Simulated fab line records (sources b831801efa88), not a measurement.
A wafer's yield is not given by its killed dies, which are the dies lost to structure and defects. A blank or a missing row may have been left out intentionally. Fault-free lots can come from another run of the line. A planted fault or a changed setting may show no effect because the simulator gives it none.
Split-lot experiment | flow sky130 | route with 708 steps; 5 lots, 23 wafers read

== SPLIT DETAILS ==
At SKY_VIA1_HDPCVD_00 (deposits SiO2, target thk 1030 nm, time 171.7 s), the setting time_s was moved away from the recipe's 171.7 s on 5 of the 23 wafers read, by +4.7% to +9.5%. This setting was run at the recipe's value on the other wafers.

Split to reading: the file shows no intervening step.

== THE READING ==
VIA1_HDPCVD_THK (nm), taken at SKY_VIA1_THK_MEAS_01. A value of 1034 nm with a standard deviation of 13 nm is what fault-free wafers of this fab line usually give.

wafer  | tool, chamber at the split | time_s as run, s | against the recipe | VIA1_HDPCVD_THK, nm | against lot-mates on the recipe
L077.1 | hdpcvd-01, 0               | 171.7            | recipe             | 1012                | -
L077.2 | hdpcvd-01, 2               | 171.7            | recipe             | 1030                | -
L077.3 | hdpcvd-01, 1               | 171.7            | recipe             | 1023                | -
L077.4 | hdpcvd-01, 1               | 171.7            | recipe             | 1042                | -
L077.5 | hdpcvd-01, 0               | 171.7            | recipe             | 1013                | -
L079.1 | hdpcvd-01, 2               | 179.7            | +4.7%              | 1070                | +62
L079.2 | hdpcvd-01, 1               | 179.7            | +4.7%              | 1073                | +65
L079.3 | hdpcvd-01, 0               | 171.7            | recipe             | 1015                | -
L079.4 | hdpcvd-01, 0               | 171.7            | recipe             | 1001                | -
L079.5 | hdpcvd-01, 2               | 179.7            | +4.7%              | 1076                | +68
L080.2 | hdpcvd-02, 2,0             | 171.7            | recipe             | 1042                | -
L080.3 | hdpcvd-02, 0               | 171.7            | recipe             | 1036                | -
L080.4 | hdpcvd-02, 2,0             | 171.7            | recipe             | 1028                | -
L080.5 | hdpcvd-02, 1               | 171.7            | recipe             | 1043                | -
L080.6 | hdpcvd-02, 2               | 171.7            | recipe             | 1043                | -
L083.1 | hdpcvd-01, 2               | 171.7            | recipe             | 1058                | -
L083.3 | hdpcvd-01, 0               | 188              | +9.5%              | 1126                | +82
L083.4 | hdpcvd-01, 2               | 171.7            | recipe             | 1043                | -
L083.5 | hdpcvd-01, 1               | 188              | +9.5%              | 1148                | +104
L083.6 | hdpcvd-01, 0               | 171.7            | recipe             | 1031                | -
L085.1 | hdpcvd-01, 0               | 171.7            | recipe             | 1026                | -
L085.2 | hdpcvd-01, 1               | 171.7            | recipe             | 1056                | -
L085.4 | hdpcvd-01, 1               | 171.7            | recipe             | 1055                | -
Where a row lists several chambers, the file gives one row for several wafers and doesn't say which wafer went through which chamber.

FIT RESULTS
A straight line over all 23 wafers: VIA1_HDPCVD_THK changes by +10.4 nm for each +1% of time_s; r = +0.90; the points scatter about the line by 15 nm.
The same after taking each lot's own level away (the mean of its wafers on the recipe; 23 wafers): +10.7 nm for each +1%; r = +0.94; scatter 12 nm.
That fit puts the effect of the largest move of time_s on the reading at 1e+02 nm.
From 1008.0 to 1045.7 nm: that is the span of the lots' own levels, equal to 2.9 times the standard deviation above.
Consequently the slope shifts little with the lot-to-lot level, the two slopes agreeing.
Check: with one of the wafers moved furthest among these (+9.5%) left out of the fit, the line predicts +116 nm for it against its lot-mates. It came out at +82 nm against them.

== THE WHOLE CHAIN: every reading that the file lists as answering this split, in the file's order ==
step                 | what it does                                    | reading                                                                        | change (the file's fit)            | r (the file's)
SKY_VIA1_HDPCVD_00   | deposits SiO2, target thk 1030 nm, time 171.7 s | SiO2_of_VIA1_HDPCVD_00.thk_nm (the simulator's own value, which no gauge read) | +12 nm for each +1% of the setting | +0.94
SKY_VIA1_THK_MEAS_01 |                                                 | VIA1_HDPCVD_THK                                                                | +10.6 for each +1% of the setting  | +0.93

== FILE'S OWN FIT ==
VIA1_HDPCVD_THK changes by +10.6 nm for each +1% of time_s, r = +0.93.
